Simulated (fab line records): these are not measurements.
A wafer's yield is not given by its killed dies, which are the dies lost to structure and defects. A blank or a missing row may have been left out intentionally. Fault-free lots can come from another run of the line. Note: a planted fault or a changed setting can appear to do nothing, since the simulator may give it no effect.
A lot that was struck, set against a sound lot || flow gf180mcu || 19 steps out of a route of 602
Sound: wafers L483.2, L483.3, L483.6. Wafers struck: L490.2, L490.3, L490.6. The cause is given at the end.
Each step with rows lists, per side, the tool, then ch with its chambers, then its first start. Under that, the readings that differ: sound wafers || struck wafers || difference of the means || sigmas: that difference in standard deviations of wafers without a fault.
alike: words and numbers the same on both sides, and readings whose means are apart by under 2 such deviations; not compared: readings that were withheld, readings missing a value for some wafer, numbers with overlapping values and no deviation given by the record, and bounds like >300 which may hide the same value.
A row with sigmas, a row that says differs or no value, or rows on one side alone: a step with any of these is where the two part. When numbers do not overlap yet have no deviation, they are printed without sigmas and do not part them. A reading that every wafer of one side lacks parts them only if that side has two wafers or more.

GF_V5_CMP_26: polishes, stops on SiO2, t overpolish 15 s, target thk 0 nm.
  sound on cmp-02 ch 1,2, day 27 22:08; struck on cmp-02 ch 1,2,3, day 30 00:28
{"reading": "time-to-endpoint-s (s)", "sound": "89 95 94", "struck": "89 79 82", "difference": -9, "sigmas": -2}
  alike: motor-current-A, overpolish-run-s
then, 1 step without rows for these wafers: GF_TOP_METAL_SPUTTER_00 (material Ti, target thk 37.5 nm, time 150 s).
GF_TOP_METAL_SPUTTER_01: material TiN, target thk 30 nm, time 25 s.
  sound on pvd-sputter-04 at day 27 22:32; struck on pvd-sputter-03 at day 30 00:52
  alike: throttle-valve-pct
then, 1 step without rows for these wafers: GF_TOP_METAL_SPUTTER_02 (material AlCu, target thk 900 nm, time 47.82 s).
GF_TOP_METAL_SPUTTER_03: material Ti, target thk 5 nm, time 3.3 s.
  sound on pvd-sputter-04 at day 27 22:37; struck on pvd-sputter-03 at day 30 00:56
  alike: throttle-valve-pct
GF_TOP_METAL_SPUTTER_04: material TiN, target thk 25 nm, time 20.8 s.
  sound on pvd-sputter-04 at day 27 22:38; struck on pvd-sputter-03 at day 30 00:58
  alike: throttle-valve-pct
GF_TOP_METAL_RS_MEAS_05: the measuring method here is four-point-probe.
  sound on film-metro-02 at day 27 22:40; struck on film-metro-02 at day 30 01:01
  alike: TOP_METAL_ALCU_RS
GF_TOP_METAL_THK_MEAS_06: measures by xrf.
  sound on film-metro-02 at day 27 22:47; struck on film-metro-02 at day 30 01:07
  alike: TOP_METAL_ALCU_THK
then, 4 steps without rows for these wafers: GF_TOP_METAL_DEHYDRATE_07 (time 60 s); GF_TOP_METAL_HMDS_08 (prime time 60 s); GF_TOP_METAL_COAT_09 (resist thk 1500 nm); GF_TOP_METAL_SOFTBAKE_10 (time 60 s).
GF_TOP_METAL_EXPOSE_11: exposes mask MetalTop, target cd 440 nm.
  sound on iline-stepper-01 ch 0, day 28 08:42; struck on iline-stepper-02 ch 0, day 30 10:22
{"reading": "model.TOP_METAL.overlay-x-nm (nm)", "sound": "0.481 0.481 0.481", "struck": "35.38 35.38 35.38", "difference": "+34.90", "sigmas": ""}
  alike: mask, reticle-temp-C
then, 2 steps without rows for these wafers: GF_TOP_METAL_PEB_12; GF_TOP_METAL_DEVELOP_13 (develop time 60 s).
GF_TOP_METAL_CD_MEAS_14: target cd 440 nm.
  sound on cd-sem-02 at day 28 18:40; struck on cd-sem-02 at day 30 19:01
  alike: cd-nm
GF_TOP_METAL_OVL_MEAS_15:
  sound on overlay-01 at day 28 18:47; struck on overlay-02 at day 30 19:08
{"reading": "TOP_METAL_OVL (nm)", "sound": "-0.7 -0.6 -0.5", "struck": "35.0 35.6 34.8", "difference": "+35.7", "sigmas": "+27"}
GF_TOP_METAL_METAL_ETCH_16: etches the open film in Cl2/BCl3, stops on SiO2, target depth 1197 nm, time 199.5 s.
  sound on rie-metal-04 ch 1, day 28 18:49; struck on rie-metal-01 ch 1, day 30 19:13
{"reading": "drypump-motor-current-A (A)", "sound": "5.9 5.9 5.9", "struck": "4.9 4.9 4.9", "difference": -1.0, "sigmas": -3}
  alike: mfc-cl2-sccm, oes-product-au, throttle-valve-pct
  not compared: rf-hours-counter-h
GF_PASSIVATION_PROBE_99:
  the record has rows for the struck wafers here (prober-01, day 31 15:55) and none for the sound ones

WHERE THEY PART
Earliest at GF_V5_CMP_26; latest, in this record, at GF_PASSIVATION_PROBE_99.

WHY: what had been put in by the simulator
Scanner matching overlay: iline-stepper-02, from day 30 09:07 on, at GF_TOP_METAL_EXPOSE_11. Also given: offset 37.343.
